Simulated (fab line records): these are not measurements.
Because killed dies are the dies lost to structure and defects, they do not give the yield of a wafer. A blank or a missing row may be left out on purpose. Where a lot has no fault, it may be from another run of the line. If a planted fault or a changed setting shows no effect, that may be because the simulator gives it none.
Chamber matching || flow sky130 || SKY_FIELD_ISO_CMP_27 on cmp-01 has 4 sister chambers
The step polishes, stops on Si3N4, t overpolish 16 s, target thk 457.8 nm. 39 wafers are shown with their chamber, then 12 later ones without.

## WAFERS, EACH WITH ITS CHAMBER
{"wafer": "L074.3", "chamber": 2, "motor-current-A (A)": 11.0, "time-to-endpoint-s (s)": 119, "overpolish-run-s (s)": 15.996}
{"wafer": "L074.4", "chamber": 0, "motor-current-A (A)": 12.1, "time-to-endpoint-s (s)": 113, "overpolish-run-s (s)": 15.995}
{"wafer": "L074.6", "chamber": 3, "motor-current-A (A)": 12.4, "time-to-endpoint-s (s)": 114, "overpolish-run-s (s)": 16.002}
{"wafer": "L074.1", "chamber": 1, "motor-current-A (A)": 13.2, "time-to-endpoint-s (s)": 117, "overpolish-run-s (s)": 16.015}
{"wafer": "L074.2", "chamber": 3, "motor-current-A (A)": 12.4, "time-to-endpoint-s (s)": 113, "overpolish-run-s (s)": 16.008}
{"wafer": "L074.5", "chamber": 2, "motor-current-A (A)": 11.0, "time-to-endpoint-s (s)": 117, "overpolish-run-s (s)": 15.984}
{"wafer": "L077.1", "chamber": 3, "motor-current-A (A)": 12.9, "time-to-endpoint-s (s)": 112, "overpolish-run-s (s)": 16.003}
{"wafer": "L077.4", "chamber": 0, "motor-current-A (A)": 11.6, "time-to-endpoint-s (s)": 110, "overpolish-run-s (s)": 16.005}
{"wafer": "L077.5", "chamber": 2, "motor-current-A (A)": 11.6, "time-to-endpoint-s (s)": 114, "overpolish-run-s (s)": 15.980}
{"wafer": "L078.2", "chamber": 3, "motor-current-A (A)": 12.1, "time-to-endpoint-s (s)": 112, "overpolish-run-s (s)": 15.981}
{"wafer": "L078.5", "chamber": 1, "motor-current-A (A)": 13.1, "time-to-endpoint-s (s)": 114, "overpolish-run-s (s)": 16.000}
{"wafer": "L078.6", "chamber": 2, "motor-current-A (A)": 11.5, "time-to-endpoint-s (s)": 112, "overpolish-run-s (s)": 16.005}
{"wafer": "L079.1", "chamber": 2, "motor-current-A (A)": 10.6, "time-to-endpoint-s (s)": 121, "overpolish-run-s (s)": 16.010}
{"wafer": "L079.2", "chamber": 3, "motor-current-A (A)": 12.3, "time-to-endpoint-s (s)": 112, "overpolish-run-s (s)": 16.009}
{"wafer": "L079.6", "chamber": 0, "motor-current-A (A)": 11.5, "time-to-endpoint-s (s)": 111, "overpolish-run-s (s)": 15.992}
{"wafer": "L080.3", "chamber": 0, "motor-current-A (A)": 11.0, "time-to-endpoint-s (s)": 109, "overpolish-run-s (s)": 16.002}
{"wafer": "L080.4", "chamber": 2, "motor-current-A (A)": 10.6, "time-to-endpoint-s (s)": 113, "overpolish-run-s (s)": 16.005}
{"wafer": "L080.6", "chamber": 2, "motor-current-A (A)": 11.7, "time-to-endpoint-s (s)": 112, "overpolish-run-s (s)": 15.999}
{"wafer": "L081.1", "chamber": 1, "motor-current-A (A)": 13.5, "time-to-endpoint-s (s)": 106, "overpolish-run-s (s)": 16.005}
{"wafer": "L081.3", "chamber": 2, "motor-current-A (A)": 11.1, "time-to-endpoint-s (s)": 114, "overpolish-run-s (s)": 15.982}
{"wafer": "L081.5", "chamber": 3, "motor-current-A (A)": 12.5, "time-to-endpoint-s (s)": 109, "overpolish-run-s (s)": 16.003}
{"wafer": "L082.1", "chamber": 0, "motor-current-A (A)": 11.8, "time-to-endpoint-s (s)": 107, "overpolish-run-s (s)": 15.996}
{"wafer": "L082.3", "chamber": 1, "motor-current-A (A)": 12.8, "time-to-endpoint-s (s)": 108, "overpolish-run-s (s)": 16.002}
{"wafer": "L082.5", "chamber": 2, "motor-current-A (A)": 11.2, "time-to-endpoint-s (s)": 107, "overpolish-run-s (s)": 16.006}
{"wafer": "L085.2", "chamber": 2, "motor-current-A (A)": 11.6, "time-to-endpoint-s (s)": 107, "overpolish-run-s (s)": 16.004}
{"wafer": "L085.3", "chamber": 3, "motor-current-A (A)": 12.0, "time-to-endpoint-s (s)": 109, "overpolish-run-s (s)": 15.996}
{"wafer": "L085.5", "chamber": 3, "motor-current-A (A)": 12.3, "time-to-endpoint-s (s)": 107, "overpolish-run-s (s)": 16.008}
{"wafer": "L086.1", "chamber": 0, "motor-current-A (A)": 11.3, "time-to-endpoint-s (s)": 106, "overpolish-run-s (s)": 16.008}
{"wafer": "L086.5", "chamber": 3, "motor-current-A (A)": 11.8, "time-to-endpoint-s (s)": 108, "overpolish-run-s (s)": 16.004}
{"wafer": "L086.6", "chamber": 2, "motor-current-A (A)": 11.2, "time-to-endpoint-s (s)": 113, "overpolish-run-s (s)": 15.992}
{"wafer": "L088.1", "chamber": 1, "motor-current-A (A)": 12.5, "time-to-endpoint-s (s)": 109, "overpolish-run-s (s)": 16.007}
{"wafer": "L088.4", "chamber": 0, "motor-current-A (A)": 11.4, "time-to-endpoint-s (s)": 111, "overpolish-run-s (s)": 15.998}
{"wafer": "L088.6", "chamber": 1, "motor-current-A (A)": 13.4, "time-to-endpoint-s (s)": 114, "overpolish-run-s (s)": 16.011}
{"wafer": "L090.1", "chamber": 1, "motor-current-A (A)": 14.0, "time-to-endpoint-s (s)": 113, "overpolish-run-s (s)": 15.999}
{"wafer": "L090.3", "chamber": 2, "motor-current-A (A)": 11.5, "time-to-endpoint-s (s)": 114, "overpolish-run-s (s)": 15.986}
{"wafer": "L090.6", "chamber": 2, "motor-current-A (A)": 11.1, "time-to-endpoint-s (s)": 113, "overpolish-run-s (s)": 16.010}
{"wafer": "L090.2", "chamber": 0, "motor-current-A (A)": 11.2, "time-to-endpoint-s (s)": 112, "overpolish-run-s (s)": 16.000}
{"wafer": "L090.4", "chamber": 3, "motor-current-A (A)": 12.1, "time-to-endpoint-s (s)": 108, "overpolish-run-s (s)": 16.000}
{"wafer": "L090.5", "chamber": 1, "motor-current-A (A)": 13.4, "time-to-endpoint-s (s)": 115, "overpolish-run-s (s)": 15.988}

SIGNATURES (averages over the wafers above)
{"reading": "motor-current-A", "chamber 0": 11.488, "chamber 1": 13.238, "chamber 2": 11.208, "chamber 3": 12.280, "scatter within a chamber": 0.367}
{"reading": "time-to-endpoint-s", "chamber 0": 109.88, "chamber 1": 112.00, "chamber 2": 113.54, "chamber 3": 110.40, "scatter within a chamber": 3.33}
{"reading": "overpolish-run-s", "chamber 0": 15.99950, "chamber 1": 16.00337, "chamber 2": 15.99685, "chamber 3": 16.00140, "scatter within a chamber": 0.0088}
Rule: distance of a wafer from a chamber = root of the sum over the readings of ((wafer's reading minus chamber's mean) / reading's scatter) squared. If the next closest chamber is less than 2 further off than the closest, the wafer can't be placed; otherwise it belongs to the closest. The scatter: the root of (the sum of the squares of (reading less its chamber's mean) over the shown wafers, divided by (wafers less chambers)).

## WAFERS MISSING THEIR CHAMBER
{"wafer": "L094.1", "motor-current-A (A)": 11.2, "time-to-endpoint-s (s)": 108, "overpolish-run-s (s)": 15.992}
{"wafer": "L094.2", "motor-current-A (A)": 12.2, "time-to-endpoint-s (s)": 104, "overpolish-run-s (s)": 15.988}
{"wafer": "L094.6", "motor-current-A (A)": 11.3, "time-to-endpoint-s (s)": 108, "overpolish-run-s (s)": 15.994}
{"wafer": "L096.1", "motor-current-A (A)": 11.0, "time-to-endpoint-s (s)": 109, "overpolish-run-s (s)": 16.004}
{"wafer": "L096.3", "motor-current-A (A)": 13.7, "time-to-endpoint-s (s)": 111, "overpolish-run-s (s)": 16.001}
{"wafer": "L096.4", "motor-current-A (A)": 12.8, "time-to-endpoint-s (s)": 106, "overpolish-run-s (s)": 15.986}
{"wafer": "L096.2", "motor-current-A (A)": 10.9, "time-to-endpoint-s (s)": 103, "overpolish-run-s (s)": 15.999}
{"wafer": "L096.5", "motor-current-A (A)": 11.6, "time-to-endpoint-s (s)": 111, "overpolish-run-s (s)": 15.997}
{"wafer": "L096.6", "motor-current-A (A)": 12.3, "time-to-endpoint-s (s)": 105, "overpolish-run-s (s)": 15.995}
{"wafer": "L097.3", "motor-current-A (A)": 13.3, "time-to-endpoint-s (s)": 112, "overpolish-run-s (s)": 15.991}
{"wafer": "L097.5", "motor-current-A (A)": 11.8, "time-to-endpoint-s (s)": 110, "overpolish-run-s (s)": 16.006}
{"wafer": "L097.6", "motor-current-A (A)": 12.6, "time-to-endpoint-s (s)": 113, "overpolish-run-s (s)": 16.012}

## THE CHAMBER EACH PASSED THROUGH
{"wafer": "L094.1", "from the rows above": "can't be placed: 0 or 2 or 3", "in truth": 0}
{"wafer": "L094.2", "from the rows above": "can't be placed: 3 or 0 or 2 or 1", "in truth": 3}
{"wafer": "L094.6", "from the rows above": "can't be placed: 0 or 2 or 3", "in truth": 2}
{"wafer": "L096.1", "from the rows above": "can't be placed: 0 or 2", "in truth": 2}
{"wafer": "L096.3", "from the rows above": 1, "in truth": 1}
{"wafer": "L096.4", "from the rows above": "can't be placed: 3 or 1 or 0", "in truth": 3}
{"wafer": "L096.2", "from the rows above": "can't be placed: 0 or 2 or 3", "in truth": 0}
{"wafer": "L096.5", "from the rows above": "can't be placed: 0 or 2 or 3", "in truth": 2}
{"wafer": "L096.6", "from the rows above": "can't be placed: 3 or 0 or 1", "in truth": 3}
{"wafer": "L097.3", "from the rows above": "can't be placed: 1 or 3", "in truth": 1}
{"wafer": "L097.5", "from the rows above": "can't be placed: 0 or 3 or 2", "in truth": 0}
{"wafer": "L097.6", "from the rows above": "can't be placed: 3 or 1 or 0", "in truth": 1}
1 of 12 placed correctly. These rows do not allow placing 11 (true chamber among the candidates in 11). Placed wrongly: 0.
